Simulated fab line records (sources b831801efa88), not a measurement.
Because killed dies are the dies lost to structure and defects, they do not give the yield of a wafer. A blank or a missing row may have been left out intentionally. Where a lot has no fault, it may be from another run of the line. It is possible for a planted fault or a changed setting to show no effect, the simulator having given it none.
Chamber matching -- flow gf180mcu -- 3 sister chambers for GF_V3_CVD_00 on hdpcvd-01
The step deposits SiO2, target thk 600 nm, time 100 s. 14 wafers are shown with their chamber, then 7 later ones without.

## WAFERS WITH THEIR CHAMBER
wafer,chamber,sih4 flow sccm (sccm)
L420.3,0,59.95
L420.4,1,60.24
L420.6,0,59.99
L423.1,1,60.06
L423.3,0,59.68
L423.6,0,59.88
L429.3,0,59.67
L429.4,2,59.70
L429.5,0,59.83
L430.3,1,59.77
L430.5,0,60.23
L430.6,1,59.94
L431.3,0,60.30
L431.5,1,59.95

SIGNATURES (means of the wafers above)
reading,chamber 0,chamber 1,chamber 2,scatter within a chamber
sih4 flow sccm,59.9412,59.9920,59.7000,0.212
Rule: a wafer lies at a distance from a chamber equal to the root of the sum of squares, over the readings, of (its reading less the chamber's mean, divided by the reading's scatter). If the next closest chamber is less than 2 further off than the closest, the wafer can't be placed; otherwise it belongs to the closest. The scatter: the root of (the sum of the squares of (reading less its chamber's mean) over the shown wafers, divided by (wafers less chambers)).

## WAFERS WITH NO CHAMBER GIVEN
wafer,sih4 flow sccm (sccm)
L431.6,60.06
L432.1,59.77
L432.3,60.01
L432.5,59.86
L433.1,59.75
L433.2,60.31
L433.6,60.18

## THE CHAMBER EACH PASSED THROUGH
wafer,from the rows above,in truth
L431.6,can't be placed: 1 or 0 or 2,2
L432.1,can't be placed: 2 or 0 or 1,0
L432.3,can't be placed: 1 or 0 or 2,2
L432.5,can't be placed: 0 or 1 or 2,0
L433.1,can't be placed: 2 or 0 or 1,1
L433.2,can't be placed: 1 or 0 or 2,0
L433.6,can't be placed: 1 or 0 or 2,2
Correct placement for 0 of the 7. Not placeable from these rows: 7 (in 7, the candidates include the true chamber). 0 placed wrongly.
